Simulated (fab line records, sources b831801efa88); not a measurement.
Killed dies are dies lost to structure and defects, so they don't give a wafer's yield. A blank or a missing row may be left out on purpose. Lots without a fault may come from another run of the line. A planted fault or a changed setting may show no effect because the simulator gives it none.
Problem report in the 8D (eight disciplines) form, filled by code | flow sky130 | the parts of the form that need people (team, actions taken, sign-off) are left out

1. THE PROBLEM
developer_temp_C at SKY_SD_N_DEVELOP_06 reads a mean of 20.77 C on 6 wafers of 2 lots; wafers without a fault read 23.01 C with a standard deviation of 0.11. That is -20 standard deviations from the usual mean.
The step: develop time 60 s.
First seen on wafer L719.3, day 31 04:02, on litho_track-04. The record holds 39 wafers of 13 lots with a number at this step. Rule for "out", or "out of limits": more than 4 standard deviations from the usual mean. The other wafers with a number count as sound.

2. WHAT IT IS AND WHAT IT IS NOT
question                    | is                     | is not
which readings at this step | developer_temp_C       | -
which lots                  | L719, L723             | L710, L711, L712, L713, L714, L715, L716, L718, L729, L730, L732
which wafers of those lots  | all that have a number | -
read on which tools         | litho_track-04         | litho_track-01, litho_track-03
when                        | from day 31 04:02      | up to then (24 sound wafers); but 9 sound wafers of L729, L730, L732 came after

3. SUSPECTS, AND WHAT RULES EACH OUT
Counting: a tool at a process step up to the reading stays a suspect if it ran every lot that is out and no sound lot after the first of them.
- litho_track-04 at SKY_SD_N_DEVELOP_06 (develop time 60 s): ruled out as a lasting fault. Sound lots L732 ran on it after its first lot that is out, L719 (day 31 04:02).
Left after counting: nothing in the record.

4. THE CAUSE (what the simulator had put in)
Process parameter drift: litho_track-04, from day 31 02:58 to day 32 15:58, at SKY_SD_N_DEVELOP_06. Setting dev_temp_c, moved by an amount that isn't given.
Counting ruled it out, wrongly.

5. THE CHAIN OF EFFECTS, in route order
Each row: a reading whose mean over the struck wafers that have a number lies more than 3 standard deviations from the usual. Only readings for which the record gives a usual standard deviation are gone through. hours: the time from each lot's start at the first step in this table that gives one to its start at this step, as a median over the lots. sigmas: the change in usual standard deviations.
hours | step                | reading          | usual    | on struck wafers | change | sigmas
0     | SKY_SD_N_DEVELOP_06 | developer_temp_C | 23.01 C  | 20.77            | -2.24  | -20
0     | SKY_SD_N_CD_MEAS_07 | cd_nm            | 380.5 nm | 387.7            | +7.2   | +3.1
The process steps in it:
- SKY_SD_N_DEVELOP_06: develop time 60 s.
Later measuring or inspecting steps at which every struck wafer that the step has a row for has a number for every such reading, and none has moved that far: SKY_LI_CONTACT_OVL_MEAS_13.

6. WHAT WOULD HAVE CAUGHT IT SOONER
In this record the first reading out of limits was taken at day 31 04:02, 1 hour after the fault began at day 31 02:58.
